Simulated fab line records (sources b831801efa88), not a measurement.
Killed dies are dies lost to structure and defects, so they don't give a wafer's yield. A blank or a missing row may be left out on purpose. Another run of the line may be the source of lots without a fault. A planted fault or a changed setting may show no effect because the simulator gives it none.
What tool caused it? / flow sky130 / 6 lots with 18 wafers sampled at 4 steps, on a route of 708 steps

== WHAT THE GAUGES SHOWED, per wafer ==
SKY_PAD_OPEN_BOW_MEAS_13.
lot=L592; measured=day 46 02:29; on=filmMetro-02; PAD_OPEN_BOW (um)=31 38 44
lot=L596; measured=day 47 03:22; on=filmMetro-04; PAD_OPEN_BOW (um)=53 46 53
lot=L600; measured=day 48 03:30; on=filmMetro-01; PAD_OPEN_BOW (um)=33 48 32
lot=L608; measured=day 50 18:15; on=filmMetro-01; PAD_OPEN_BOW (um)=103 98 100
lot=L611; measured=day 50 19:01; on=filmMetro-01; PAD_OPEN_BOW (um)=41 41 47
lot=L613; measured=day 50 21:49; on=filmMetro-04; PAD_OPEN_BOW (um)=49 46 43

== TOOL THAT RAN EACH LOT (tool first, then ch and the chambers of the sampled wafers, then the start) ==
lot=L592; SKY_METAL1_SPUTTER_01=pvdSputter-01, day 32 04:44; SKY_METAL2_SPUTTER_04=pvdSputter-02, day 34 13:58; SKY_PAD_OPEN_ANNEAL_12=furnace-02 ch 0, day 46 00:58
lot=L596; SKY_METAL1_SPUTTER_01=pvdSputter-01, day 33 13:26; SKY_METAL2_SPUTTER_04=pvdSputter-02, day 35 22:01; SKY_PAD_OPEN_ANNEAL_12=furnace-02 ch 0, day 47 01:52
lot=L600; SKY_METAL1_SPUTTER_01=pvdSputter-03, day 34 21:11; SKY_METAL2_SPUTTER_04=pvdSputter-02, day 37 05:11; SKY_PAD_OPEN_ANNEAL_12=furnace-02 ch 0, day 48 01:59
lot=L608; SKY_METAL1_SPUTTER_01=pvdSputter-02, day 38 15:14; SKY_METAL2_SPUTTER_04=pvdSputter-02, day 40 19:44; SKY_PAD_OPEN_ANNEAL_12=furnace-01, day 50 16:45
lot=L611; SKY_METAL1_SPUTTER_01=pvdSputter-01, day 38 15:42; SKY_METAL2_SPUTTER_04=pvdSputter-02, day 40 20:02; SKY_PAD_OPEN_ANNEAL_12=furnace-02 ch 0, day 50 17:28
lot=L613; SKY_METAL1_SPUTTER_01=pvdSputter-01, day 38 17:56; SKY_METAL2_SPUTTER_04=pvdSputter-02, day 40 21:56; SKY_PAD_OPEN_ANNEAL_12=furnace-02 ch 0, day 50 20:19
- SKY_METAL1_SPUTTER_01: material TiN, target thk 20 nm, time 16.7 s.
- SKY_METAL2_SPUTTER_04: material TiN, target thk 70 nm, time 58.3 s.
- SKY_PAD_OPEN_ANNEAL_12

== THE ANSWER, worked out from the rows above alone ==
Rule: the lots themselves supply what counts as usual. Put in order of their means at a reading, lots are off if they are a third of the lots or fewer, leave a main group of 4 or more, and stand apart from it by a gap of 3 or more times the standard deviation of the main group's means; of several such gaps the widest counts. If all means in a main group match to the digits the tables above print for the reading, that group is not used. Also off: a lot with no number at a reading for which 4 or more lots have one. Where the step has rows for the other lots, those lots are counted as sound.
Off: L608, at SKY_PAD_OPEN_BOW_MEAS_13 (PAD_OPEN_BOW). For the main group the mean is 43 um and the standard deviation 5.
If a tool, at a process step before that reading, ran all the lots that are off and no sound lot after the first of them, it fits. Gauges at SKY_PAD_OPEN_BOW_MEAS_13: tried the same way as those tools. This does not decide it: 2 tools fit, namely pvdSputter-02 at SKY_METAL1_SPUTTER_01 and furnace-01 at SKY_PAD_OPEN_ANNEAL_12.

== WHAT THE SIMULATOR PUT IN ==
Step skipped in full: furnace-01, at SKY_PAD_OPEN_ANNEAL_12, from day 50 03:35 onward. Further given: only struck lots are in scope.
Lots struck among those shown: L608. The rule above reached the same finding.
